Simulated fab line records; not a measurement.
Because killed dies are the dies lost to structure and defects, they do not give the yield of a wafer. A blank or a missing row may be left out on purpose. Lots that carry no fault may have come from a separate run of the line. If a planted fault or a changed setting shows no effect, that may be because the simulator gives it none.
Chamber matching :: flow sky130 :: cmp-01 running SKY_CONTACT_CMP_04: 4 sister chambers
The step polishes SiO2. 4 wafers are shown with their chamber, then 7 later ones without.

== WAFERS, EACH WITH ITS CHAMBER ==
wafer: L203.3
chamber: 2
motorCurrentA (A): 12.7

wafer: L205.1
chamber: 3
motorCurrentA (A): 12.9

wafer: L208.3
chamber: 0
motorCurrentA (A): 12.5

wafer: L208.4
chamber: 1
motorCurrentA (A): 15.0

== WAFERS WHOSE CHAMBER IS MISSING ==
wafer: L208.6
motorCurrentA (A): 13.1

wafer: L209.1
motorCurrentA (A): 14.9

wafer: L209.2
motorCurrentA (A): 12.6

wafer: L209.5
motorCurrentA (A): 13.0

wafer: L211.2
motorCurrentA (A): 13.3

wafer: L211.4
motorCurrentA (A): 12.6

wafer: L211.6
motorCurrentA (A): 12.4

== WHICH CHAMBER EACH ONE RAN IN ==
wafer: L208.6
from the rows above: can't be placed: 3 or 2
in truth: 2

wafer: L209.1
from the rows above: 1
in truth: 1

wafer: L209.2
from the rows above: can't be placed: 0 or 2 or 3
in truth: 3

wafer: L209.5
from the rows above: can't be placed: 3 or 2
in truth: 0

wafer: L211.2
from the rows above: can't be placed: 3 or 2
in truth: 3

wafer: L211.4
from the rows above: can't be placed: 0 or 2 or 3
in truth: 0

wafer: L211.6
from the rows above: can't be placed: 0 or 2
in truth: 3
Correct placement for 1 of the 7. From these rows, 6 cannot be placed; in 4 the true chamber is one of the candidates. Wrongly placed: 0.
How it was worked out, from the rows above alone: a wafer's distance from a chamber is the root of the sum, over the readings, of the square of ((its reading less the chamber's mean) divided by the reading's scatter). If the next closest chamber is less than 2 further off than the closest, the wafer can't be placed; otherwise it belongs to the closest. A chamber's mean is the mean of its shown wafers. The scatter: root of mean squared gap, hidden wafer to nearest shown wafer, with one shown wafer a chamber.
